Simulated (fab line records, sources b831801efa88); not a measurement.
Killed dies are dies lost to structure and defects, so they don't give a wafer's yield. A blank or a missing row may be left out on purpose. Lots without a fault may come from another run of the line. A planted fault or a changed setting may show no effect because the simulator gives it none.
fab line records | flow sky130
record lots=6 wafers=18 last_day=50
route steps=708 shown METAL4@635 VIA4@639 PAD_OPEN@708
lots that met no fault: from a run of the same line without faults
start_h: hours from the record's first day to the start of the lot's first wafer shown | wait_h: hours since the lot's step before | " the same as in the row above | L1.1+2: a row that stands for several wafers | - no value, or no start given | * or withheld: withheld | < > ~ a bound
route shown NAME@n: a module of which the file shows steps, and the number in the route of the first | usual: mean/standard deviation of fault-free wafers | same: alike in all rows | chamber/n: place in a boat | sites: the reading at each site | _std_site: their standard deviation | _edge_site: outer sites' mean less inner sites' | radius_mm: how far each site lies from the wafer's centre | mask NAME#n: copy n | behind: the tool/chamber that last shaped the wafer | hold: why the lot was held/for how many hours/how that ended | device: the transistor (n, p or np) that didn't switch | end of line: the same wafers' tests at the end of the route | a step without rows: its recipe alone | killed: dies lost to structure and defects at the first sort, not the wafer's yield | map: a wafer's dies, x killed, . not, _ none there
set.NAME: the setting as run; set.NAME@STEP: as run at that earlier step | model.NAME: the simulator's own value behind a step, which no gauge read
lots at some steps of the route; a table a step, a row a wafer
services: from which hour (start_h, from the record's first day; less than 0 if before it) a tool's chamber was out of use, for how many hours, and why
## steps
# step SKY_METAL4_STRIP_19
# recipe chemistry=O2/N2 power_w=1400 pressure_mtorr=1500 platen_temp_c=withheld o2_flow_sccm=3000 n2_flow_sccm=300 overash_fraction=0.5
# usual drypump_motor_current_A=5.7/0.43 oes_product_au=0.503/0.0048 strip_time_to_endpoint_s=6.56/0.058
# columns lot.wafer tool chamber start_h wait_h drypump_motor_current_A oes_product_au rf_hours_counter_h strip_time_to_endpoint_s
L608.1 plasma_asher-03 1 1016.39 0.1 5.8 0.511 27 6.48
L608.4 " 1 " " 5.8 0.496 - 6.46
L608.6 " 0 " " 6.5 0.502 - 6.53
L611.1 plasma_asher-01 1 1035.69 0.1 5.7 0.504 124 6.48
L611.4 " 0 " " 5.1 0.503 - 6.47
L611.5 " 0 " " 5.1 0.505 - 6.58
L612.1 plasma_asher-04 1 1044.53 0.1 5.9 0.498 89 6.58
L612.4 " 0 " " 5.7 0.507 - 6.57
L612.5 " 1 " " 5.9 0.499 - 6.57
L619.3 plasma_asher-03 1 1089.66 0.1 5.8 0.497 - 6.53
L619.4 " 0 " " 6.5 0.503 - 6.51
L619.6 " 1 " " 5.8 0.504 - 6.57
L618.1 plasma_asher-01 1 1091.34 0.1 5.7 0.497 3 6.51
L618.2 " 0 " " 5.1 0.494 3 6.56
L618.3 " 0 " " 5.1 0.511 - 6.62
L626.1 plasma_asher-03 0 1123.89 0.1 6.4 0.498 36 6.44
L626.3 " 0 " " 6.5 0.499 - 6.48
L626.4 " 1 " " 5.8 0.505 - 6.48
# step SKY_METAL4_STRIP_20
# recipe chemistry=post_etch_residue_remover time_s=1200 temp_c=72.5
# step SKY_METAL4_CLEAN_21
# recipe chemistry=IPA time_s=180 temp_c=25
# step SKY_METAL4_CLEAN_22
# recipe chemistry=O3/DIW dry=n2_spin
# step SKY_VIA4_HDPCVD_00
# recipe material=SiO2 target_thk_nm=1750 sigma_open_frac=0.3 time_s=291.7 temp_c=400 sih4_flow_sccm=60 pressure_mtorr=6
# step SKY_VIA4_THK_MEAS_01
# recipe reads=SiO2_of_VIA4_HDPCVD_00
# usual VIA4_HDPCVD_THK=1749/19
# columns lot.wafer tool chamber start_h wait_h VIA4_HDPCVD_THK[nm]
L608.1 film_metro-01 - 1017.16 0.1 1749
L608.4 " - " " 1734
L608.6 " - " " 1738
L611.1 film_metro-03 - 1036.55 0.1 1760
L611.4 " - " " 1767
L611.5 " - " " 1779
L612.1 film_metro-04 - 1045.31 0.1 1758
L612.4 " - " " 1780
L612.5 " - " " 1778
L619.3 film_metro-04 - 1090.46 0.1 1743
L619.4 " - " " 1719
L619.6 " - " " 1753
L618.1 film_metro-04 - 1092.15 0.1 1787
L618.2 " - " " 1788
L618.3 " - " " 1758
L626.1 film_metro-03 - 1124.70 0.1 1770
L626.3 " - " " 1749
L626.4 " - " " 1765
# step SKY_VIA4_CMP_02
# recipe material=SiO2 down_force_psi=4 platen_rpm=60 pad_velocity_m_s=0.94248
# usual motor_current_A=11.7/0.83
# columns lot.wafer tool chamber start_h wait_h motor_current_A
L608.1 cmp-01 1 1017.22 0.1 11.2
L608.4 " 3 " " 12.0
L608.6 " 2 " " 10.9
L611.4 cmp-01 0 1036.66 0.1 13.4
L611.1 " 1 " " 11.3
L611.5 " 0 " " 13.2
L612.4 cmp-01 3 1045.42 0.1 12.0
L612.1 " 1 " " 11.4
L612.5 " 2 " " 10.8
L619.3 cmp-01 3 1090.50 0.0 11.8
L619.4 " 1 " " 11.5
L619.6 " 3 " " 12.2
L618.3 cmp-01 1 1092.26 0.1 11.4
L618.2 " 2 " " 10.8
L618.1 " 3 " " 12.2
L626.3 cmp-01 2 1124.81 0.1 11.2
L626.1 " 3 " " 12.7
L626.4 " 0 " " 13.3
# step SKY_VIA4_BOW_MEAS_03
# recipe mode=bow
# usual VIA4_BOW=80/8.2
# columns lot.wafer tool chamber start_h wait_h VIA4_BOW[um]
L608.1 film_metro-01 - 1017.52 0.2 86
L608.4 " - " " 85
L608.6 " - " " 85
L611.1 film_metro-03 - 1036.91 0.1 95
L611.4 " - " " 84
L611.5 " - " " 89
L612.1 film_metro-04 - 1045.67 0.1 87
L612.4 " - " " 69
L612.5 " - " " 96
L619.3 film_metro-04 - 1090.84 0.3 93
L619.4 " - " " 84
L619.6 " - " " 96
L618.1 film_metro-04 - 1092.51 0.1 79
L618.2 " - " " 86
L618.3 " - " " 72
L626.1 film_metro-03 - 1125.06 0.1 76
L626.3 " - " " 90
L626.4 " - " " 84
# step SKY_VIA4_DEHYDRATE_04
# recipe temp_c=200 time_s=60
# step SKY_VIA4_HMDS_05
# recipe prime_time_s=60 prime_temp_c=120
# step SKY_VIA4_COAT_06
# recipe resist=NOVOLAK spin_rpm=3000 resist_thk_nm=1140
# step SKY_VIA4_SOFTBAKE_07
# recipe temp_c=90 time_s=60 resist=NOVOLAK
# step SKY_VIA4_EXPOSE_08
# recipe mask_id=VIM4 na=0.6 source_shape=conventional sigma_outer=0.6 polarization=unpolarized target_cd_nm=800 dose_mj=132
# columns lot.wafer tool chamber start_h wait_h mask model.VIA4.overlay_x_nm
L608.1+4+6 iline_stepper-01 0 1028.97 - VIM4#0 -0.3319
L611.1+4+5 iline_stepper-02 0 1048.57 - VIM4#0 -1.293
L612.1+4+5 iline_stepper-02 0 1055.57 - VIM4#0 1.885
L619.3+4+6 iline_stepper-01 0 1101.00 - VIM4#0 132.6
L618.1+2+3 iline_stepper-01 0 1102.58 - VIM4#0 132.3
L626.1+3+4 iline_stepper-02 0 1135.47 - VIM4#0 0.05789
# step SKY_VIA4_PEB_09
# recipe temp_c=withheld time_s=* resist=NOVOLAK
# step SKY_VIA4_DEVELOP_10
# recipe resist=NOVOLAK developer=TMAH develop_time_s=60 dev_temp_c=23
# step SKY_VIA4_OVL_MEAS_11
# usual VIA4_OVL=1.1/1.4
# columns lot.wafer tool chamber start_h wait_h VIA4_OVL[nm]
L608.1 overlay-01 - 1039.88 0.1 0.5
L608.4 " - " " 0.8
L608.6 " - " " -0.2
L611.1 overlay-02 - 1058.97 0.1 -2.6
L611.4 " - " " -1.7
L611.5 " - " " -1.9
L612.1 overlay-01 - 1065.74 0.1 2.3
L612.4 " - " " 2.1
L612.5 " - " " 2.3
L619.3 overlay-02 - 1110.94 0.1 130.8
L619.4 " - " " 132.9
L619.6 " - " " 134.4
L618.1 overlay-01 - 1112.73 0.1 133.6
L618.2 " - " " 131.8
L618.3 " - " " 133.4
L626.1 overlay-02 - 1144.39 0.1 0.3
L626.3 " - " " 1.9
L626.4 " - " " 1.5
# step SKY_VIA4_ETCH_12
# recipe target=SiO2 chemistry=C4F8/O2/Ar stop_on=TiN mask_material=NOVOLAK source_w=1500 bias_w=1200 pressure_mtorr=40 c4f8_flow_sccm=withheld O2_flow_sccm=6 Ar_flow_sccm=300 time_s=withheld target_depth_a=5800
# usual oes_product_au=0.925/0.0046
# columns lot.wafer tool chamber start_h wait_h oes_product_au
L608.1 rie_diel-01 2 1039.92 0.0 0.928
L608.4 " 3 " " 0.926
L608.6 " 1 " " 0.921
L611.1 rie_diel-01 1 1059.01 0.0 0.925
L611.4 " 2 " " 0.932
L611.5 " 3 " " 0.926
L612.1 rie_diel-01 2 1065.78 0.0 0.924
L612.4 " 1 " " 0.924
L612.5 " 0 " " 0.927
L619.3 rie_diel-03 1 1110.96 0.0 0.926
L619.4 " 2 " " 0.926
L619.6 " 0 " " 0.923
L618.1 rie_diel-01 3 1112.77 0.0 0.921
L618.2 " 2 " " 0.928
L618.3 " 1 " " 0.922
L626.1 rie_diel-02 0 1144.43 0.0 0.936
L626.3 " 2 " " 0.915
L626.4 " 3 " " 0.921
# step SKY_PAD_OPEN_PROBE_99
# usual defect_limited_yield=82.8/1.8 killed_at_M0_to_M3=42/6.4 killed_at_M4_up=3.0/2 killed_at_contacts=24/5.2 killed_at_front_end=14/4.2 killed_at_other=0.4/0.72 killed_dies=84/9 killed_open=46/6.6 killed_short=38/6 sort_bin_3_pad_short=0.9/0.4 sort_bin_5_function=10.1/1.4 sort_bin_6_memory=6.2/1.1 sort_n_pass=408/9 sort_yield_pct=82.8/1.8
# same gross_dies=492 killed_at_back_side=0 sort_bin_4_leakage[%]=0 sort_bin_8_speed[%]=0
# columns lot.wafer tool chamber start_h wait_h defect_limited_yield[%] killed_at_M0_to_M3 killed_at_M4_up killed_at_contacts killed_at_front_end killed_at_other killed_dies killed_open killed_short sort_bin_3_pad_short[%] sort_bin_5_function[%] sort_bin_6_memory[%] sort_n_pass sort_yield_pct[%]
L608.1 prober-02 - 1109.05 0.1 84.1 42 4 18 14 0 78 39 39 0.4 9.8 5.7 414 84.1
L608.4 prober-02 - 1109.20 0.2 83.3 50 2 19 11 0 82 42 40 1.2 8.5 6.9 410 83.3
L608.6 prober-02 - 1109.30 0.2 79.9 42 3 26 28 0 99 50 49 1.2 11.6 7.3 393 79.9
L618.1 prober-02 - 1172.51 0.1 80.9 47 0 25 21 1 94 53 41 0.6 12.4 6.1 398 80.9
L618.2 prober-02 - 1172.56 0.1 82.1 41 3 25 19 0 88 47 41 1.4 10.6 5.9 404 82.1
L618.3 prober-02 - 1172.61 0.2 79.5 51 2 36 12 0 101 48 53 0.8 12.2 7.5 391 79.5
# killed by level:class
L608.1 VIA2:geometric_particle:open=10 LI_CONTACT:geometric_particle:open=7 LOCAL_INTERCONNECT:geometric_particle:short=6 VIA3:geometric_particle:open=6 VIA3:geometric_particle:short=6 FIELD_ISO:geometric_particle:open=5 POLY_GATE:geometric_particle:short=5 VIA2:geometric_particle:short=4
L608.4 VIA1:geometric_particle:open=14 METAL2:geometric_particle:short=9 VIA2:geometric_particle:open=8 LI_CONTACT:geometric_particle:open=7 METAL1:geometric_particle:short=6 CONTACT:geometric_particle:open=4 FIELD_ISO:geometric_particle:short=3 LOCAL_INTERCONNECT:geometric_particle:short=3
L608.6 VIA2:geometric_particle:open=9 CONTACT:geometric_particle:open=8 VIA1:geometric_particle:open=8 LI_CONTACT:geometric_particle:open=7 LOCAL_INTERCONNECT:geometric_particle:short=7 FIELD_ISO:geometric_particle:short=6 POLY_GATE:geometric_particle:short=6 METAL1:geometric_particle:short=5
L618.1 CONTACT:geometric_particle:open=12 VIA3:geometric_particle:open=9 LI_CONTACT:geometric_particle:open=7 VIA1:geometric_particle:open=7 VIA1:geometric_particle:short=6 FIELD_ISO:geometric_particle:short=5 METAL3:geometric_particle:short=5 METAL1:geometric_particle:short=5
L618.2 CONTACT:geometric_particle:open=10 VIA1:geometric_particle:open=9 LI_CONTACT:geometric_particle:open=7 VIA1:geometric_particle:short=7 LOCAL_INTERCONNECT:geometric_particle:short=6 VIA2:geometric_particle:open=6 METAL1:geometric_particle:short=5 VIA3:geometric_particle:open=5
L618.3 VIA1:geometric_particle:open=10 LI_CONTACT:geometric_particle:open=9 CONTACT:geometric_particle:open=8 METAL1:geometric_particle:short=7 CONTACT:geometric_particle:short=7 METAL2:geometric_particle:short=7 LI_CONTACT:geometric_particle:short=6 VIA3:geometric_particle:open=6
## services
# columns tool chamber start_h hours kind
iline_stepper-02 0 997.73 - calibration
iline_stepper-01 0 1004.34 - calibration
plasma_asher-01 - 1023.66 1.1 repair
iline_stepper-02 - 1030.33 1.6 repair
plasma_asher-03 - 1032.31 14.6 pm
iline_stepper-01 - 1045.18 11.1 repair
cmp-01 - 1053.78 1.4 repair
plasma_asher-01 - 1055.32 9.0 pm
plasma_asher-01 0 1055.32 9.0 vent_cycle
plasma_asher-01 1 1055.32 9.0 vent_cycle
rie_diel-02 0 1056.84 4.3 repair
plasma_asher-01 0 1064.32 - clean
plasma_asher-01 1 1064.32 - clean
cmp-01 - 1084.08 4.0 pm
cmp-01 - 1088.08 - consumable_replace:conditioner
cmp-01 - 1088.08 - consumable_replace:pad
rie_diel-03 3 1097.26 - clean
rie_diel-03 3 1097.26 18.6 scheduled_down
rie_diel-03 3 1097.26 18.6 vent_cycle
rie_diel-02 - 1105.52 0.4 repair
cmp-01 - 1105.75 1.1 repair
rie_diel-02 1 1109.25 - clean
rie_diel-02 1 1109.25 19.9 scheduled_down
cmp-01 - 1133.75 0.8 repair
## key
first_sign step=SKY_VIA4_OVL_MEAS_11 reading=VIA4_OVL direction=up sigmas=96 usual=1.1 struck=132.8
effect none on later readings
model_effect step=SKY_VIA4_EXPOSE_08 value=VIA4.overlay_x_nm without=-0.6221 struck=132.4
met_at SKY_VIA4_EXPOSE_08
struck_wafers L618.1,L618.2,L618.3,L619.3,L619.4,L619.6
onset_between 1028.97 1101.00
fault kind=scanner_matching_overlay tool=iline_stepper-01 chamber=- onset_h=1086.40 steps=SKY_VIA4_EXPOSE_08 offset=133.07
